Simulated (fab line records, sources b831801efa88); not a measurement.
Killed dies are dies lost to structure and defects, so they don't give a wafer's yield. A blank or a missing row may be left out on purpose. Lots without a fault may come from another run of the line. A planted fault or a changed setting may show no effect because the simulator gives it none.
Tool commonality check | flow gf180mcu | 12 lots, 36 wafers sampled

WHY IT WAS OPENED
At GF_V5_THK_MEAS_03 the reading V5_CVD_02_THK is flagged on 3 of 12 lots. Wafers without a fault read 1452 nm, standard deviation 16.
Rule: a lot is flagged when every wafer of it that has a number lies more than 4 standard deviations from that mean, or none has a number. The other lots count as sound.

lot  | measured     | on            | V5_CVD_02_THK (nm), wafer by wafer | flag
L813 | day 26 05:15 | film_metro-01 | 1416 1446 1438                     |
L815 | day 27 06:02 | film_metro-03 | 1455 1456 1449                     |
L819 | day 28 15:49 | film_metro-01 | 1441 1458 1474                     |
L820 | day 28 19:15 | film_metro-03 | 1453 1426 1469                     |
L821 | day 28 20:25 | film_metro-01 | 1431 1487 1479                     |
L823 | day 29 17:34 | film_metro-01 | 1450 1426 1455                     |
L824 | day 29 18:01 | film_metro-02 | 1458 1448 1452                     |
L825 | day 30 07:16 | film_metro-01 | 1425 1456 1462                     |
L829 | day 31 09:50 | film_metro-03 | 1227 1206 1249                     | FLAGGED
L830 | day 31 12:48 | film_metro-03 | 1251 1234 1246                     | FLAGGED
L831 | day 32 01:53 | film_metro-01 | 1240 1231 1269                     | FLAGGED
L836 | day 32 20:20 | film_metro-01 | 1443 1450 1470                     |
The numbers of the flagged lots are 1239 nm on average: -213 nm against the usual, or -13 standard deviations.

WHICH TOOL RAN EACH LOT
The record holds 3 process steps before the reading, out of a route of 602 steps. In each cell: the tool, then ch and the chambers that the sampled wafers went through, then the start.
lot  | flag    | GF_V4_ETCH_17                                 | GF_M5_ETCH_09                      | GF_V5_CVD_02
L813 |         | rie_diel-04 ch 0,1,3, day 26 04:20 or earlier | rie_diel-02 ch 0,2, day 26 04:20   | pecvd-03 ch 0,1, day 26 05:09
L815 |         | rie_diel-04 ch 0,1,2, day 27 04:56 or earlier | rie_diel-03 ch 1,3, day 27 04:56   | pecvd-03 ch 0, day 27 05:52
L819 |         | rie_diel-04 ch 0,2,3, day 28 14:53 or earlier | rie_diel-02 ch 0,2, day 28 14:53   | pecvd-03 ch 0,2, day 28 15:42
L820 |         | rie_diel-02 ch 1,2,3, day 28 18:20 or earlier | rie_diel-03 ch 0,1,3, day 28 18:20 | pecvd-03 ch 0,2, day 28 19:08
L821 |         | rie_diel-02 ch 1,2, day 28 19:29 or earlier   | rie_diel-03 ch 0,1,2, day 28 19:29 | pecvd-01 ch 0,1,2, day 28 20:18
L823 |         | rie_diel-01 ch 0,2, day 29 16:38 or earlier   | rie_diel-03 ch 2,3, day 29 16:38   | pecvd-03 ch 0,1,2, day 29 17:27
L824 |         | rie_diel-02 ch 0,2,3, day 29 17:07 or earlier | rie_diel-03 ch 1,2,3, day 29 17:07 | pecvd-04 ch 0,1,2, day 29 17:54
L825 |         | rie_diel-04 ch 1,2, day 30 06:23 or earlier   | rie_diel-02 ch 0,1,3, day 30 06:23 | pecvd-01 ch 0,1,2, day 30 07:10
L829 | FLAGGED | rie_diel-02 ch 2,3, day 31 08:47 or earlier   | rie_diel-02 ch 0,3, day 31 08:47   | pecvd-03 ch 0,2, day 31 09:44
L830 | FLAGGED | rie_diel-02 ch 0,1,2, day 31 11:55 or earlier | rie_diel-02 ch 2,3, day 31 11:55   | pecvd-03 ch 1,2, day 31 12:42
L831 | FLAGGED | rie_diel-02 ch 1,2,3, day 32 00:59 or earlier | rie_diel-03 ch 0,1, day 32 00:59   | pecvd-03 ch 1,2, day 32 01:47
L836 |         | rie_diel-02 ch 0,2,3, day 32 19:23 or earlier | rie_diel-04 ch 1,2,3, day 32 19:23 | pecvd-01 ch 0,1, day 32 20:13
What these steps do:
- GF_V4_ETCH_17: etches SiO2 in C4F8/O2/Ar, stops on TiN, target depth 630 nm.
- GF_M5_ETCH_09: etches Si3N4 in CF4/O2, target depth 52 nm, time 11.6 s.
- GF_V5_CVD_02: deposits SiO2 from TEOS, target thk 1450 nm, time 163.28 s.
- GF_V5_THK_MEAS_03

FLAGGED OVER TOTAL, TOOL BY TOOL (the gauges that took the reading come last)
step              | tool          | lots run | flagged | share of the flagged lots | sound lots run after its first flagged lot
GF_V4_ETCH_17     | rie_diel-01   | 1        | 0       | none                      | -
GF_V4_ETCH_17     | rie_diel-02   | 7        | 3       | all                       | 1 (L836)
GF_V4_ETCH_17     | rie_diel-04   | 4        | 0       | none                      | -
GF_M5_ETCH_09     | rie_diel-02   | 5        | 2       | some                      | 0
GF_M5_ETCH_09     | rie_diel-03   | 6        | 1       | some                      | 0
GF_M5_ETCH_09     | rie_diel-04   | 1        | 0       | none                      | -
GF_V5_CVD_02      | pecvd-01      | 3        | 0       | none                      | -
GF_V5_CVD_02      | pecvd-03      | 8        | 3       | all                       | 0
GF_V5_CVD_02      | pecvd-04      | 1        | 0       | none                      | -
GF_V5_THK_MEAS_03 | film_metro-01 | 7        | 1       | some                      | 1 (L836)
GF_V5_THK_MEAS_03 | film_metro-02 | 1        | 0       | none                      | -
GF_V5_THK_MEAS_03 | film_metro-03 | 4        | 2       | some                      | 0
GF_V4_ETCH_17 gives no start for some lots, so the hours and the order of its lots are those of GF_M5_ETCH_09.

WHAT THE TABLE ALLOWS
2 rows of the table ran every flagged lot: rie_diel-02 at GF_V4_ETCH_17, pecvd-03 at GF_V5_CVD_02.
- rie_diel-02 at GF_V4_ETCH_17: 3 of its 7 lots flagged. Sound lots ran on it after the first flagged one (L836), which a lasting fault on the whole tool wouldn't allow.
- pecvd-03 at GF_V5_CVD_02: 3 of its 8 lots flagged. Its last sound lot is L823 (day 29 17:27), its first flagged lot L829 (day 31 09:44): a fault that began between those two fits. Its own readings lie more than 4 standard deviations out on every wafer of the flagged lots: rf_fwd_power_W.
One tool is left: pecvd-03 at GF_V5_CVD_02.

WHAT THE SIMULATOR HAD PUT IN
Process parameter drift: pecvd-03, from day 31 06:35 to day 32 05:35, at GF_V5_CVD_02. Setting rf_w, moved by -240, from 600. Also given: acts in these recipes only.
Lots struck among those shown: L829, L830, L831. The rule above found the same.
